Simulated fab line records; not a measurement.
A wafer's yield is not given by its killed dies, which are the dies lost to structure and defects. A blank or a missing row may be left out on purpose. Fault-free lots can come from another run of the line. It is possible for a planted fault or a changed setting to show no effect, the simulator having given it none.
fab line records -- flow sky130
record lots=14, wafers=42, lastDay=50
route steps=708 shown SPACER@304 METAL1@439
lots that met no fault: taken from a fault-free run of the same line
startH: the number of hours between the record's first day and the start of the first shown wafer of the lot -- waitH: hours elapsed since this lot's preceding step -- " repeats the value in the row above -- L1.1+2: several wafers, shown together as one row -- - no value, or no start given -- * or withheld: withheld -- < > ~ a bound
route shown NAME@n: a module of which the file shows steps, and the number in the route of the first -- usual: mean and standard deviation over wafers with no fault -- same: alike in all rows -- chamber/n: place in a boat -- sites: per-site readings -- _std_site: standard deviation of those values -- _edge_site: inner sites' mean taken away from outer sites' mean -- radiusMm: for every site, how far away it sits from the centre of the wafer -- mask NAME#n: copy n -- behind: the last tool/chamber to shape the wafer -- hold: why the lot was held/for how many hours/how that ended -- device: transistor that didn't switch, given as n, p or np -- end of line: tests run on the same wafers once the route is complete -- a step given without rows: its recipe and nothing more -- killed: dies lost to structure and defects at the first sort, not the wafer's yield -- map: a wafer's dies, x killed, . not, _ none there
set.NAME: the setting as run; set.NAME@STEP: as run at that earlier step -- model.NAME: the simulator's own value behind a step, which no gauge read
route steps across a sampled set of lots; one table per step, one row per wafer
services: from which hour (startH, from the record's first day; less than 0 if before it) a tool's chamber was out of use, for how many hours, and why
## steps
# step SKY_SPACER_CVD_00
# recipe material=Si3N4, precursor=DCS/NH3, targetThkNm=43.1, tempC=770, timeS=740, pressureMtorr=250
# usual spikeTcBottomC=789.2/1, spikeTcCentreC=770.3/1, spikeTcLowerC=771.7/1.3, spikeTcTopC=783.6/1.2, spikeTcUpperC=769.2/1.1, susceptorTempC=770.0/0.37
lot.wafer,tool,chamber,startH,waitH,spikeTcBottomC,spikeTcCentreC,spikeTcLowerC,spikeTcTopC,spikeTcUpperC,susceptorTempC
L408.4,lpcvd-02,0,549.77,1.7,790.9,769.9,772.8,784.9,769.0,769.7
L408.5,lpcvd-02,0,549.77,1.7,790.3,771.4,772.6,783.7,770.6,770.2
L408.6,lpcvd-02,0,549.77,1.7,789.9,769.5,773.0,786.3,769.6,770.3
L406.2,lpcvd-02,1,553.23,0.9,790.5,769.5,770.2,784.2,770.8,770.3
L406.3,lpcvd-02,1,553.23,0.9,789.0,771.5,769.5,781.7,768.8,769.8
L406.4,lpcvd-02,1,553.23,0.9,786.7,769.8,769.8,784.5,769.7,770.1
L409.3,lpcvd-02,1,554.43,1.2,790.1,769.8,770.1,782.6,767.9,769.7
L409.5,lpcvd-02,1,554.43,1.2,788.7,770.1,768.2,783.3,768.4,770.1
L409.6,lpcvd-02,1,554.43,1.2,788.5,769.9,771.0,783.4,770.6,769.6
L410.1,lpcvd-02,1,563.82,0.0,787.8,769.3,770.6,782.0,769.2,770.1
L410.2,lpcvd-02,1,563.82,0.0,786.9,770.1,769.1,782.2,770.6,770.2
L410.3,lpcvd-02,1,563.82,0.0,790.2,771.3,770.2,781.3,769.0,770.5
L411.1,lpcvd-02,1,573.95,0.5,799.7,781.5,780.6,794.5,781.0,780.1
L411.3,lpcvd-02,1,573.95,0.5,797.4,781.3,780.4,792.4,780.4,780.6
L411.6,lpcvd-02,1,573.95,0.5,800.3,781.1,780.1,793.7,779.4,780.9
L413.1,lpcvd-02,1,590.47,0.0,799.3,781.5,781.1,794.1,779.3,779.7
L413.3,lpcvd-02,1,590.47,0.0,799.2,779.8,782.2,791.7,780.5,780.5
L413.6,lpcvd-02,1,590.47,0.0,797.9,780.9,779.2,794.1,780.5,780.1
L421.1,lpcvd-02,0,658.12,0.0,790.5,769.0,773.9,783.7,768.1,770.2
L421.3,lpcvd-02,0,658.12,0.0,789.2,770.0,774.2,785.1,768.9,770.5
L421.4,lpcvd-02,0,658.12,0.0,789.3,770.5,772.0,783.5,768.9,770.1
L422.1,lpcvd-02,0,661.95,0.8,789.8,769.0,772.3,785.7,768.9,770.0
L422.2,lpcvd-02,0,661.95,0.8,791.2,769.5,772.8,783.0,767.7,770.3
L422.5,lpcvd-02,0,661.95,0.8,789.6,769.5,772.8,783.9,768.3,770.1
L425.1,lpcvd-02,0,709.31,0.6,790.0,772.0,771.9,784.7,768.1,769.8
L425.3,lpcvd-02,0,709.31,0.6,789.5,768.0,772.8,783.8,769.1,770.3
L425.5,lpcvd-02,0,709.31,0.6,789.4,769.7,773.1,785.4,769.4,770.3
L423.1,lpcvd-02,1,710.51,0.3,789.6,769.6,770.9,782.8,768.5,769.8
L423.2,lpcvd-02,1,710.51,0.3,787.9,771.3,769.6,782.8,770.1,769.5
L423.3,lpcvd-02,1,710.51,0.3,790.4,768.7,771.4,783.0,770.0,769.5
L426.2,lpcvd-02,1,710.51,0.4,789.8,769.9,771.8,783.2,769.7,769.4
L426.4,lpcvd-02,1,710.51,0.4,789.1,772.5,772.2,783.4,770.4,769.2
L426.6,lpcvd-02,1,710.51,0.4,787.1,772.0,771.7,785.4,769.0,769.6
L427.2,lpcvd-02,0,711.72,1.2,789.7,770.7,771.1,784.9,768.2,769.4
L427.4,lpcvd-02,0,711.72,1.2,787.6,769.1,773.3,784.6,769.3,769.7
L427.6,lpcvd-02,0,711.72,1.2,788.9,769.8,772.7,783.4,767.3,769.8
L428.1,lpcvd-02,0,712.92,1.1,789.1,768.1,773.6,784.3,766.7,769.7
L428.4,lpcvd-02,0,712.92,1.1,790.8,771.3,773.3,784.8,766.4,769.9
L428.5,lpcvd-02,0,712.92,1.1,790.1,771.6,772.4,783.2,769.4,769.4
L429.1,lpcvd-02,1,722.42,0.0,790.1,770.5,770.9,783.2,768.9,770.6
L429.2,lpcvd-02,1,722.42,0.0,789.0,772.0,770.8,781.5,769.6,770.3
L429.4,lpcvd-02,1,722.42,0.0,788.7,768.9,772.3,781.3,771.8,769.6
# step SKY_SPACER_THK_MEAS_01
# recipe reads=Si3N4_of_SPACER_CVD_00
# usual SPACER_CVD_00_THK=43.0/0.41
lot.wafer,tool,chamber,startH,waitH,SPACER_CVD_00_THK[nm]
L408.4,filmMetro-03,-,551.00,0.0,44.0
L408.5,filmMetro-03,-,551.00,0.0,43.7
L408.6,filmMetro-03,-,551.00,0.0,43.7
L406.2,filmMetro-03,-,554.44,0.0,42.9
L406.3,filmMetro-03,-,554.44,0.0,43.3
L406.4,filmMetro-03,-,554.44,0.0,43.1
L409.3,filmMetro-03,-,555.66,0.0,43.2
L409.5,filmMetro-03,-,555.66,0.0,43.2
L409.6,filmMetro-03,-,555.66,0.0,43.1
L410.1,filmMetro-03,-,565.03,0.0,43.1
L410.2,filmMetro-03,-,565.03,0.0,42.8
L410.3,filmMetro-03,-,565.03,0.0,43.2
L411.1,filmMetro-04,-,575.16,0.0,52.4
L411.3,filmMetro-04,-,575.16,0.0,53.0
L411.6,filmMetro-04,-,575.16,0.0,52.6
L413.1,filmMetro-04,-,591.68,0.0,51.8
L413.3,filmMetro-04,-,591.68,0.0,51.9
L413.6,filmMetro-04,-,591.68,0.0,52.1
L421.1,filmMetro-01,-,659.33,0.0,42.4
L421.3,filmMetro-01,-,659.33,0.0,42.3
L421.4,filmMetro-01,-,659.33,0.0,42.4
L422.1,filmMetro-01,-,663.15,0.0,42.5
L422.2,filmMetro-01,-,663.15,0.0,42.7
L422.5,filmMetro-01,-,663.15,0.0,42.5
L425.1,filmMetro-03,-,710.51,0.0,43.7
L425.3,filmMetro-03,-,710.51,0.0,43.4
L425.5,filmMetro-03,-,710.51,0.0,43.1
L423.1,filmMetro-04,-,711.72,0.0,43.3
L423.2,filmMetro-04,-,711.72,0.0,43.7
L423.3,filmMetro-04,-,711.72,0.0,43.8
L426.2,filmMetro-03,-,711.73,0.0,42.9
L426.4,filmMetro-03,-,711.73,0.0,43.1
L426.6,filmMetro-03,-,711.73,0.0,42.8
L427.2,filmMetro-04,-,712.93,0.0,42.8
L427.4,filmMetro-04,-,712.93,0.0,42.6
L427.6,filmMetro-04,-,712.93,0.0,42.8
L428.1,filmMetro-03,-,714.13,0.0,43.6
L428.4,filmMetro-03,-,714.13,0.0,43.5
L428.5,filmMetro-03,-,714.13,0.0,43.1
L429.1,filmMetro-03,-,723.62,0.0,43.1
L429.2,filmMetro-03,-,723.62,0.0,43.1
L429.4,filmMetro-03,-,723.62,0.0,43.1
# step SKY_SPACER_ETCHBACK_02
# recipe chemistry=CH3F/O2, target=Si3N4, stopOn=SiO2, sourceW=400, biasW=80, pressureMtorr=25, ch3fFlowSccm=40, O2_flow_sccm=30, timeS=46.7, targetDepthA=450
# usual drypumpMotorCurrentA=5.9/0.5, oesProductAu=0.854/0.0065, throttleValvePct=10.562/0.0087
lot.wafer,tool,chamber,startH,waitH,drypumpMotorCurrentA,oesProductAu,rfHoursCounterH,throttleValvePct
L408.4,rieDiel-02,3,551.03,0.0,5.9,0.867,24,10.566
L408.5,rieDiel-02,0,551.03,0.0,5.5,0.863,-,10.548
L408.6,rieDiel-02,1,551.03,0.0,6.7,0.858,-,10.569
L406.2,rieDiel-01,3,554.49,0.0,5.4,0.854,6,10.548
L406.3,rieDiel-01,1,554.49,0.0,5.6,0.858,0,10.563
L406.4,rieDiel-01,0,554.49,0.0,6.1,0.853,-,10.565
L409.3,rieDiel-02,3,555.70,0.0,5.9,0.855,24,10.573
L409.5,rieDiel-02,1,555.70,0.0,6.7,0.848,-,10.546
L409.6,rieDiel-02,2,555.70,0.0,6.2,0.848,-,10.558
L410.1,rieDiel-03,0,565.09,0.1,6.4,0.856,30,10.556
L410.2,rieDiel-03,2,565.09,0.1,5.7,0.859,63,10.572
L410.3,rieDiel-03,1,565.09,0.1,6.5,0.859,68,10.582
L411.1,rieDiel-03,0,575.22,0.1,6.4,0.949,31,10.586
L411.3,rieDiel-03,2,575.22,0.1,5.7,0.968,64,10.582
L411.6,rieDiel-03,1,575.22,0.1,6.5,0.959,-,10.567
L413.1,rieDiel-01,1,591.74,0.1,5.6,0.945,1,10.574
L413.3,rieDiel-01,3,591.74,0.1,5.4,0.957,7,10.564
L413.6,rieDiel-01,0,591.74,0.1,6.2,0.948,-,10.576
L421.1,rieDiel-03,3,659.39,0.1,5.9,0.852,5,10.552
L421.3,rieDiel-03,1,659.39,0.1,6.5,0.837,0,10.563
L421.4,rieDiel-03,0,659.39,0.1,6.4,0.848,-,10.573
L422.1,rieDiel-01,1,663.21,0.1,5.6,0.848,3,10.561
L422.2,rieDiel-01,2,663.21,0.1,5.0,0.857,12,10.568
L422.5,rieDiel-01,3,663.21,0.1,5.4,0.845,-,10.546
L425.1,rieDiel-01,0,710.57,0.1,6.2,0.862,24,10.580
L425.3,rieDiel-01,3,710.57,0.1,5.4,0.858,9,10.561
L425.5,rieDiel-01,0,710.57,0.1,6.2,0.856,-,10.560
L423.1,rieDiel-02,3,711.78,0.1,5.9,0.855,27,10.572
L423.2,rieDiel-02,2,711.78,0.1,6.3,0.857,5,10.567
L423.3,rieDiel-02,0,711.78,0.1,5.5,0.858,1,10.562
L426.2,rieDiel-01,3,711.78,0.0,5.4,0.854,9,10.570
L426.4,rieDiel-01,3,711.78,0.0,5.4,0.862,-,10.555
L426.6,rieDiel-01,2,711.78,0.0,5.0,0.853,-,10.553
L427.2,rieDiel-03,3,712.98,0.0,5.9,0.863,7,10.549
L427.4,rieDiel-03,0,712.98,0.0,6.4,0.853,34,10.559
L427.6,rieDiel-03,1,712.98,0.0,6.4,0.855,-,10.570
L428.1,rieDiel-02,2,714.19,0.1,6.3,0.862,5,10.563
L428.4,rieDiel-02,3,714.19,0.1,6.0,0.845,27,10.557
L428.5,rieDiel-02,0,714.19,0.1,5.5,0.861,-,10.572
L429.1,rieDiel-01,2,723.68,0.1,5.0,0.854,14,10.562
L429.2,rieDiel-01,0,723.68,0.1,6.1,0.849,25,10.562
L429.4,rieDiel-01,1,723.68,0.1,5.6,0.861,4,10.556
# step SKY_METAL1_RS_MEAS_05
# recipe thkMeasGauge=four-point-probe, reads=TiN_of_METAL1_SPUTTER_04+Ti_of_METAL1_SPUTTER_03+AlCu_of_METAL1_SPUTTER_02+TiN_of_METAL1_SPUTTER_01+Ti_of_METAL1_SPUTTER_00
# usual METAL1_ALCU_RS=0.1269/0.0015
lot.wafer,tool,chamber,startH,waitH,METAL1_ALCU_RS[ohm/sq]
L408.4,filmMetro-01,-,758.72,0.1,0.1238
L408.5,filmMetro-01,-,758.72,0.1,0.1252
L408.6,filmMetro-01,-,758.72,0.1,0.1242
L406.2,filmMetro-04,-,759.86,0.0,0.1264
L406.3,filmMetro-04,-,759.86,0.0,0.1252
L406.4,filmMetro-04,-,759.86,0.0,0.1272
L409.3,filmMetro-01,-,760.94,0.1,0.1272
L409.5,filmMetro-01,-,760.94,0.1,0.1285
L409.6,filmMetro-01,-,760.94,0.1,0.1269
L410.1,filmMetro-03,-,768.51,0.0,0.1253
L410.2,filmMetro-03,-,768.51,0.0,0.1254
L410.3,filmMetro-03,-,768.51,0.0,0.1266
L411.1,filmMetro-01,-,778.76,0.0,0.1253
L411.3,filmMetro-01,-,778.76,0.0,0.1273
L411.6,filmMetro-01,-,778.76,0.0,0.1257
L413.1,filmMetro-01,-,795.16,0.0,0.1282
L413.3,filmMetro-01,-,795.16,0.0,0.1288
L413.6,filmMetro-01,-,795.16,0.0,0.1279
L421.1,filmMetro-01,-,854.52,0.0,0.1289
L421.3,filmMetro-01,-,854.52,0.0,0.1285
L421.4,filmMetro-01,-,854.52,0.0,0.1304
L422.1,filmMetro-03,-,855.85,0.0,0.1262
L422.2,filmMetro-03,-,855.85,0.0,0.1259
L422.5,filmMetro-03,-,855.85,0.0,0.1273
L425.1,filmMetro-04,-,899.73,0.0,0.1270
L425.3,filmMetro-04,-,899.73,0.0,0.1286
L425.5,filmMetro-04,-,899.73,0.0,0.1263
L426.2,filmMetro-03,-,901.36,0.0,0.1274
L426.4,filmMetro-03,-,901.36,0.0,0.1287
L426.6,filmMetro-03,-,901.36,0.0,0.1297
L423.1,filmMetro-03,-,902.52,0.0,0.1284
L423.2,filmMetro-03,-,902.52,0.0,0.1268
L423.3,filmMetro-03,-,902.52,0.0,0.1293
L427.2,filmMetro-01,-,904.23,0.0,0.1288
L427.4,filmMetro-01,-,904.23,0.0,0.1280
L427.6,filmMetro-01,-,904.23,0.0,0.1290
L428.1,filmMetro-03,-,905.28,0.0,0.1233
L428.4,filmMetro-03,-,905.28,0.0,0.1272
L428.5,filmMetro-03,-,905.28,0.0,0.1266
L429.1,filmMetro-04,-,912.07,0.0,0.1241
L429.2,filmMetro-04,-,912.07,0.0,0.1252
L429.4,filmMetro-04,-,912.07,0.0,0.1258
# step SKY_METAL1_CD_MEAS_15
# recipe targetCdNm=140
# usual cdNm=139.2/1.5
lot.wafer,tool,chamber,startH,waitH,cdNm
L408.4,cdSem-02,-,785.08,-,140.1
L408.5,cdSem-02,-,785.08,-,137.3
L408.6,cdSem-02,-,785.08,-,138.0
L406.2,cdSem-01,-,786.12,-,138.6
L406.3,cdSem-01,-,786.12,-,139.6
L406.4,cdSem-01,-,786.12,-,138.6
L409.3,cdSem-01,-,786.90,-,140.0
L409.5,cdSem-01,-,786.90,-,140.4
L409.6,cdSem-01,-,786.90,-,140.5
L410.1,cdSem-02,-,795.81,-,139.2
L410.2,cdSem-02,-,795.81,-,137.5
L410.3,cdSem-02,-,795.81,-,140.4
L411.1,cdSem-01,-,805.62,-,139.0
L411.3,cdSem-01,-,805.62,-,140.2
L411.6,cdSem-01,-,805.62,-,139.6
L413.1,cdSem-01,-,821.52,-,136.5
L413.3,cdSem-01,-,821.52,-,137.0
L413.6,cdSem-01,-,821.52,-,137.7
L421.1,cdSem-01,-,879.81,-,140.7
L421.3,cdSem-01,-,879.81,-,142.4
L421.4,cdSem-01,-,879.81,-,141.7
L422.1,cdSem-01,-,881.55,-,140.6
L422.2,cdSem-01,-,881.55,-,140.0
L422.5,cdSem-01,-,881.55,-,141.3
L425.1,cdSem-02,-,923.96,-,140.9
L425.3,cdSem-02,-,923.96,-,140.8
L425.5,cdSem-02,-,923.96,-,141.5
L426.2,cdSem-02,-,926.92,-,140.1
L426.4,cdSem-02,-,926.92,-,139.2
L426.6,cdSem-02,-,926.92,-,140.6
L423.1,cdSem-02,-,927.85,-,140.3
L423.2,cdSem-02,-,927.85,-,140.1
L423.3,cdSem-02,-,927.85,-,139.3
L427.2,cdSem-01,-,929.18,-,140.2
L427.4,cdSem-01,-,929.18,-,140.4
L427.6,cdSem-01,-,929.18,-,140.1
L428.1,cdSem-01,-,930.77,-,139.5
L428.4,cdSem-01,-,930.77,-,139.2
L428.5,cdSem-01,-,930.77,-,139.4
L429.1,cdSem-01,-,937.05,-,135.8
L429.2,cdSem-01,-,937.05,-,136.6
L429.4,cdSem-01,-,937.05,-,136.1
# step SKY_METAL1_ETCH_18
# recipe chemistry=N2/H2, target=BARC, ionEnergyEv=200, biasW=100, pressureMtorr=30, n2FlowSccm=100, h2FlowSccm=200, icpW=500, stopOn=SiO2, timeS=46.91, targetDepthA=600
# usual drypumpMotorCurrentA=5.5/0.57, n2FlowSccm=100.0/0.32, oesProductAu=0.852/0.0052, throttleValvePct=13.225/0.0094
lot.wafer,tool,chamber,startH,waitH,drypumpMotorCurrentA,n2FlowSccm,oesProductAu,rfHoursCounterH,throttleValvePct
L408.4,rieMetal-04,1,785.23,0.0,5.9,99.9,0.860,-,13.220
L408.5,rieMetal-04,0,785.23,0.0,6.1,99.5,0.848,-,13.244
L408.6,rieMetal-04,1,785.23,0.0,5.9,100.1,0.848,-,13.224
L406.2,rieMetal-02,1,786.28,0.0,6.3,100.3,0.857,12,13.237
L406.3,rieMetal-02,0,786.28,0.0,4.7,99.8,0.855,-,13.225
L406.4,rieMetal-02,1,786.28,0.0,6.3,100.2,0.860,-,13.208
L409.3,rieMetal-04,0,787.07,0.0,6.0,100.6,0.851,-,13.233
L409.5,rieMetal-04,1,787.07,0.0,5.9,100.1,0.843,-,13.227
L409.6,rieMetal-04,0,787.07,0.0,6.1,100.6,0.855,-,13.228
L410.1,rieMetal-04,0,796.00,0.0,6.1,99.7,0.851,6,13.210
L410.2,rieMetal-04,1,796.00,0.0,5.9,99.9,0.861,16,13.244
L410.3,rieMetal-04,0,796.00,0.0,6.1,100.5,0.859,-,13.238
L411.1,rieMetal-04,1,805.81,0.0,5.9,99.8,0.857,16,13.218
L411.3,rieMetal-04,0,805.81,0.0,6.0,100.1,0.850,-,13.218
L411.6,rieMetal-04,1,805.81,0.0,5.9,99.9,0.853,-,13.219
L413.1,rieMetal-03,0,821.74,0.1,5.0,99.9,0.854,14,13.208
L413.3,rieMetal-03,0,821.74,0.1,5.0,99.9,0.853,-,13.222
L413.6,rieMetal-03,0,821.74,0.1,5.0,99.6,0.853,-,13.223
L421.1,rieMetal-02,0,880.00,0.0,4.7,100.5,0.850,8,13.243
L421.3,rieMetal-02,1,880.00,0.0,6.3,100.3,0.853,-,13.204
L421.4,rieMetal-02,0,880.00,0.0,4.7,100.4,0.839,-,13.226
L422.1,rieMetal-03,1,881.77,0.1,5.3,99.3,0.856,2,13.226
L422.2,rieMetal-03,1,881.77,0.1,5.3,99.4,0.855,-,13.232
L422.5,rieMetal-03,1,881.77,0.1,5.3,99.4,0.844,-,13.230
L425.1,rieMetal-02,0,924.15,0.0,4.8,100.3,0.848,11,13.237
L425.3,rieMetal-02,1,924.15,0.0,6.3,99.8,0.859,-,13.224
L425.5,rieMetal-02,1,924.15,0.0,6.3,99.7,0.852,-,13.236
L426.2,rieMetal-02,1,927.08,0.0,6.3,99.8,0.847,1,13.239
L426.4,rieMetal-02,0,927.08,0.0,4.7,99.7,0.848,-,13.222
L426.6,rieMetal-02,0,927.08,0.0,4.7,99.7,0.853,-,13.244
L423.1,rieMetal-03,0,928.03,0.0,5.0,100.4,0.844,2,13.216
L423.2,rieMetal-03,1,928.03,0.0,5.3,100.2,0.853,5,13.234
L423.3,rieMetal-03,0,928.03,0.0,5.0,100.3,0.841,-,13.217
L427.2,rieMetal-02,1,929.35,0.0,6.3,99.9,0.853,1,13.212
L427.4,rieMetal-02,0,929.35,0.0,4.7,100.3,0.849,-,13.228
L427.6,rieMetal-02,1,929.35,0.0,6.3,99.8,0.851,-,13.234
L428.1,rieMetal-03,0,930.96,0.0,5.0,99.6,0.854,2,13.228
L428.4,rieMetal-03,0,930.96,0.0,5.0,99.7,0.850,-,13.227
L428.5,rieMetal-03,1,930.96,0.0,5.3,100.0,0.850,-,13.233
L429.1,rieMetal-04,0,937.23,0.0,6.1,99.8,0.852,15,13.228
L429.2,rieMetal-04,1,937.23,0.0,5.9,100.0,0.852,2,13.211
L429.4,rieMetal-04,1,937.23,0.0,5.9,100.5,0.855,-,13.225
## services
tool,chamber,startH,hours,kind
rieDiel-03,1,550.03,5.7,repair
rieDiel-01,2,553.64,15.2,repair
rieMetal-02,-,569.32,2.8,pm
rieMetal-02,1,609.70,3.4,repair
lpcvd-02,-,616.72,0.8,repair
rieDiel-02,-,620.15,0.3,repair
rieDiel-03,0,622.67,2.3,repair
rieDiel-02,2,624.10,4.5,repair
rieDiel-03,1,629.96,9.0,repair
rieMetal-04,1,632.25,4.4,repair
rieDiel-01,3,686.73,1.7,repair
rieDiel-01,3,694.75,5.0,repair
rieDiel-03,0,702.72,2.8,repair
rieDiel-03,1,705.07,7.0,repair
rieDiel-01,1,708.59,7.1,repair
rieDiel-03,-,713.09,0.7,repair
rieMetal-04,-,758.39,3.0,repair
lpcvd-02,-,776.63,1.1,repair
rieDiel-01,1,802.71,4.0,repair
rieMetal-04,1,816.17,32.6,repair
lpcvd-02,-,868.15,6.1,pm
lpcvd-02,-,874.26,2.8,pm
rieMetal-04,-,880.23,2.8,pm
rieMetal-02,-,936.75,0.2,repair
## key
firstSign step=SKY_SPACER_CVD_00, reading=susceptorTempC, direction=up, sigmas=28, usual=*, struck=*
effect step=SKY_SPACER_CVD_00, reading=spikeTcCentreC, direction=up, sigmas=10, usual=770.3, struck=781.0
effect step=SKY_SPACER_THK_MEAS_01, reading=SPACER_CVD_00_THK, direction=up, sigmas=23, usual=43.0, struck=52.3
effect step=SKY_SPACER_ETCHBACK_02, reading=oesProductAu, direction=up, sigmas=15, usual=0.854, struck=0.954
metAt SKY_SPACER_CVD_00
struckLots L411,L413
struckWafers L411.1,L411.3,L411.6,L413.1,L413.3,L413.6
sortLeftOut L411.1,L411.3,L411.6,L413.1,L413.3,L413.6
testerLeftOut L411,L413
notActingAt SKY_METAL1_RS_MEAS_05,SKY_METAL1_CD_MEAS_15,SKY_METAL1_ETCH_18
onsetBetween 563.82 573.95
fault kind=processParameterDrift, tool=lpcvd-02, chamber=1, onsetH=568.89, steps=SKY_SPACER_CVD_00, channel=tempC, offset=*, shape=step, endH=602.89, actsIn=*, stated=*
# testerLeftOut: of these lots the tester's yield and bins aren't shown, on N5 and GAA mostly nor the transistor test; their killed dies are dies lost to structure and defects alone, not to doping, threshold or leakage, so they don't give the yield
# sortLeftOut: the simulated sort isn't trusted on such a fault, so these wafers' sort isn't shown, and their yield isn't known
